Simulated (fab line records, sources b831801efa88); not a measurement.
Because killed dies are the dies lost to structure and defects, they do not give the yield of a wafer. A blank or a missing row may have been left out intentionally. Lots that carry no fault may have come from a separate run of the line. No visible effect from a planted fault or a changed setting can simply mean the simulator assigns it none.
Which tool was responsible? + flow gf180mcu + 21 wafers from 7 lots sampled at 2 of the route's 602 steps

WHAT THE GAUGES READ, wafer by wafer
GF_MVSD_TW_MEAS_11.
| lot  | measured    | on            | MVSD_TW        |
|------|-------------|---------------|----------------|
| L840 | day 4 16:08 | film-metro-01 | 1589 1580 1592 |
| L842 | day 5 05:25 | film-metro-01 | 1580 1581 1584 |
| L844 | day 5 14:31 | film-metro-01 | 1584 1584 1594 |
| L847 | day 6 08:16 | film-metro-04 | 1594 1605 1612 |
| L849 | day 6 20:31 | film-metro-04 | 1609 1620 1601 |
| L852 | day 7 14:03 | film-metro-04 | 2434 2442 2438 |
| L854 | day 8 00:25 | film-metro-02 | 2370 2378 2369 |

WHICH TOOL RAN EACH LOT (tool, then ch and the chambers of the sampled wafers, then the start)
| lot  | GF_MVSD_IMPLANT_08             |
|------|--------------------------------|
| L840 | implanter-04 ch 0, day 4 15:44 |
| L842 | implanter-01 ch 0, day 5 05:01 |
| L844 | implanter-04 ch 0, day 5 14:07 |
| L847 | implanter-04 ch 0, day 6 07:53 |
| L849 | implanter-01 ch 0, day 6 20:08 |
| L852 | implanter-01 ch 0, day 7 13:39 |
| L854 | implanter-04 ch 0, day 8 00:03 |
- GF_MVSD_IMPLANT_08

THE ANSWER, worked out from the rows above alone
Rule: what is usual is taken from the lots themselves. The widest of any qualifying gaps counts: lots, ordered by their means at a reading, are off when they make up no more than a third of the lots, leave a main group of 4 or more, and stand apart from it by 3 or more times the standard deviation of that group's means. If all means in a main group match to the digits the tables above print for the reading, that group is not used. Also off: a lot with no number at a reading for which 4 or more lots have one. All remaining lots with rows at the step are treated as sound.
Off: L852, L854, seen at GF_MVSD_TW_MEAS_11 (MVSD_TW). Main group: mean 1594, sd 11.
If a tool, at a process step before that reading, ran all the lots that are off and no sound lot after the first of them, it fits. Those tools and the gauges at GF_MVSD_TW_MEAS_11 are tried in the same way. Not one of the candidates tried fits.

WHAT THE SIMULATOR HAD PUT IN
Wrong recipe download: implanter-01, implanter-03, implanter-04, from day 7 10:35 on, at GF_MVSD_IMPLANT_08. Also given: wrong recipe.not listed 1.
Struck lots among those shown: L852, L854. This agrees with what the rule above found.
